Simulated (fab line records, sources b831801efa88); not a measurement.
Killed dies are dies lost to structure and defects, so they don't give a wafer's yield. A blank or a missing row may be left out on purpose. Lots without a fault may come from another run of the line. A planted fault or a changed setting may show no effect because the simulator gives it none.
One fault seen from 2 desks | flow gf180mcu | each desk has only its own numbers; what lay behind them comes last

THE TOOL OWNER'S DESK: implanter-01
The tool's own readings at GF_HV_LDD_IMPLANT_36: means of the sampled wafers that have a number, for each lot that ran on this tool. A lot is out of limits, marked OUT, if its mean lies more than 4 standard deviations from the usual mean; the brackets give that distance.
Columns: A = dose_ions_cm2 at GF_HV_LDD_IMPLANT_36, usual 7.499e+12; B = faraday_current_uA at GF_HV_LDD_IMPLANT_36, usual 42.3; C = rotation_deg at GF_HV_LDD_IMPLANT_36, usual 270.00 degrees
lot  | first seen here | A                           | B              | C
L640 | day 12 01:05    | 7.500e+12                   | 42.7           | 270.01
L645 | day 13 12:50    | 7.506e+12                   | 42.8           | 269.98
L649 | day 14 15:43    | 7.499e+12                   | 41.5           | 269.98
L656 | day 17 01:43    | 1.058e+13 (+99 or more) OUT | 59.2 (+19) OUT | 269.97
L660 | day 18 13:16    | 1.058e+13 (+99 or more) OUT | 59.4 (+19) OUT | 270.02
This desk's finding: out of limits on L656, L660; first on L656, day 17 01:43 (dose_ions_cm2 at GF_HV_LDD_IMPLANT_36). In limits: L640, L645, L649.

THE METROLOGY DESK
What the gauges read, lot by lot, whatever tool the lot ran on: means of the sampled wafers that have a number. A lot is out of limits, marked OUT, if its mean lies more than 4 standard deviations from the usual mean; the brackets give that distance.
Columns: A = POLY_GATE_OXIDATION_THK at GF_POLY_GATE_THK_MEAS_17, usual 4.00 nm; B = HV_LDD_3_TW at GF_HV_LDD_TW_MEAS_38, usual 1426; C = HV_LDD_RS at GF_HV_LDD_RS_MEAS_53, usual 418.6 ohm/sq
lot  | first seen here | A    | B               | C
L640 | day 9 16:59     | 3.96 | 1423            | 418.7
L645 | day 11 03:02    | 3.80 | 1429            | 418.9
L648 | day 11 20:28    | 4.03 | 1427            | 416.9
L649 | day 12 03:20    | 4.03 | 1425            | 418.7
L651 | day 12 20:31    | 3.90 | 1429            | 418.8
L652 | day 13 03:28    | 3.99 | 1425            | 418.3
L655 | day 14 02:25    | 3.91 | 1429            | 419.0
L656 | day 14 06:29    | 3.86 | 1483 (+6.4) OUT | 410.4 (-8.2) OUT
L659 | day 15 03:50    | 4.02 | 1445            | 418.8
L660 | day 15 16:13    | 3.99 | 1463 (+4.1) OUT | 412.6 (-6.0) OUT
L661 | day 15 18:07    | 3.97 | 1421            | 417.8
L662 | day 15 22:41    | 4.05 | 1416            | 418.9
This desk's finding: out of limits on L656, L660; first on L656, day 17 01:56 (HV_LDD_3_TW at GF_HV_LDD_TW_MEAS_38). In limits: L640, L645, L648, L649, L651, L652, L655, L659, L661, L662.

PUT TOGETHER
The tool owner's desk could have raised an alarm at day 17 01:43, on L656, L660.
The metrology desk could have raised an alarm at day 17 01:56, on L656, L660.
Of the lots named, all ran GF_HV_LDD_IMPLANT_36 on implanter-01.

WHAT THE SIMULATOR HAD PUT IN
Process parameter drift: implanter-01, from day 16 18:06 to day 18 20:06, at GF_HV_LDD_IMPLANT_36. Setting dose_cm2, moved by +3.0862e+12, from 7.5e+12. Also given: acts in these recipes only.
Lots struck among those shown: L656, L660.
Hours from the fault's start to each desk's first reading out of limits: the tool owner's desk, 8; the metrology desk, 8.
